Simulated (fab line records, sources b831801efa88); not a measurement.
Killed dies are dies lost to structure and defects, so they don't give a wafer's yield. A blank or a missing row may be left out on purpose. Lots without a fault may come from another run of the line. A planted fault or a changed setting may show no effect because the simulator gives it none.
Problem report in the 8D (eight disciplines) form, filled by code | flow sky130 | the parts of the form that need people (team, actions taken, sign-off) are left out

1. THE PROBLEM
killed_at_M0_to_M3 at SKY_PAD_OPEN_PROBE_99 reads a mean of 96 on 1 wafer of 1 lot; wafers without a fault read 42 with a standard deviation of 6.9. That is +7.8 standard deviations from the usual mean.
First seen on wafer L971.5, day 49 09:44, on prober-01. The record holds 9 wafers of 3 lots with a number at this step. Rule for "out", or "out of limits": more than 4 standard deviations from the usual mean. The other wafers with a number count as sound.

2. WHAT IT IS AND WHAT IT IS NOT
question                    | is                                                                                                       | is not
which readings at this step | killed_at_M0_to_M3, defect_limited_yield, killed_dies, sort_bin_3_pad_short, sort_n_pass, sort_yield_pct | killed_at_M4_up, killed_at_contacts, killed_at_front_end, killed_at_other, killed_open, killed_short
which lots                  | L971                                                                                                     | L959, L962
which wafers of those lots  | L971.5                                                                                                   | L971.1, L971.4
read on which tools         | prober-01                                                                                                | prober-02
when                        | from day 49 09:44                                                                                        | up to then (8 sound wafers)

3. SUSPECTS, AND WHAT RULES EACH OUT
Counting: a tool at a process step up to the reading stays a suspect if it ran every lot that is out. Sound lots after the first of them don't rule it out here, since some wafers of a struck lot are sound.
- pvd_sputter-04 at SKY_METAL3_SPUTTER_04 (material TiN, target thk 70 nm, time 58.3 s): kept. It ran the lot that is out, L971 (day 40 21:08); its last sound lot up to then is L962 (day 37 17:31).
- pvd_sputter-04 at SKY_METAL5_SPUTTER_03 (material Ti, target thk 5 nm, time 3.3 s): kept. It ran the lot that is out, L971 (day 46 19:40); its last sound lot up to then is L962 (day 44 02:34).
- plasma_asher-03 at SKY_PASSIVATION_STRIP_12 (strips in O2/N2): kept. It ran the lot that is out, L971 (day 48 13:08); its last sound lot up to then is L959 (day 45 00:14).
- prober-01 at SKY_PAD_OPEN_PROBE_99: kept. It ran the lot that is out, L971 (day 49 09:32); its last sound lot up to then is L962 (day 46 22:59). Its own readings are out on those wafers: defect_limited_yield, killed_at_M0_to_M3, killed_dies, sort_bin_3_pad_short, sort_n_pass, sort_yield_pct.
Left after counting: pvd_sputter-04 at SKY_METAL3_SPUTTER_04, pvd_sputter-04 at SKY_METAL5_SPUTTER_03, plasma_asher-03 at SKY_PASSIVATION_STRIP_12, prober-01 at SKY_PAD_OPEN_PROBE_99.

4. THE CAUSE (what the simulator had put in)
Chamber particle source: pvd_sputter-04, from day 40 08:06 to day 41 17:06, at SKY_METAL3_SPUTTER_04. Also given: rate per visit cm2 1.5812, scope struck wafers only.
Counting left 4 suspects, and this tool is among them.

5. THE CHAIN OF EFFECTS, in route order
Each row: a reading whose mean over the struck wafers that have a number lies more than 3 standard deviations from the usual. Only readings for which the record gives a usual standard deviation are gone through. hours: the time from each lot's start at the first step in this table that gives one to its start at this step, as a median over the lots. sigmas: the change in usual standard deviations.
hours | step                  | reading              | usual  | on struck wafers | change | sigmas
0     | SKY_PAD_OPEN_PROBE_99 | defect_limited_yield | 82.5 % | 70.9             | -11.6  | -6.1
0     | SKY_PAD_OPEN_PROBE_99 | killed_at_M0_to_M3   | 42     | 96               | +54    | +7.8
0     | SKY_PAD_OPEN_PROBE_99 | killed_dies          | 86     | 143              | +57    | +6.1
0     | SKY_PAD_OPEN_PROBE_99 | sort_bin_3_pad_short | 0.9 %  | 4.1              | +3.2   | +7.1
0     | SKY_PAD_OPEN_PROBE_99 | sort_bin_5_function  | 10.4 % | 15.9             | +5.5   | +3.7
0     | SKY_PAD_OPEN_PROBE_99 | sort_n_pass          | 406    | 349              | -57    | -6.1
0     | SKY_PAD_OPEN_PROBE_99 | sort_yield_pct       | 82.5 % | 70.9             | -11.6  | -6.1
The process steps in it:
- SKY_PAD_OPEN_PROBE_99

6. WHAT WOULD HAVE CAUGHT IT SOONER
In this record the first reading out of limits was taken at day 49 09:44, 218 hours after the fault began at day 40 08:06.
Of the tool readings at SKY_METAL3_SPUTTER_04 for which the record gives a usual standard deviation, none was out on any struck wafer, so an alarm limit of 4 standard deviations on them would not have fired.
All the lots that are out (1) had begun SKY_METAL3_SPUTTER_04 on pvd_sputter-04 by day 49 09:44. A hold on the tool at that time would have spared none of them.
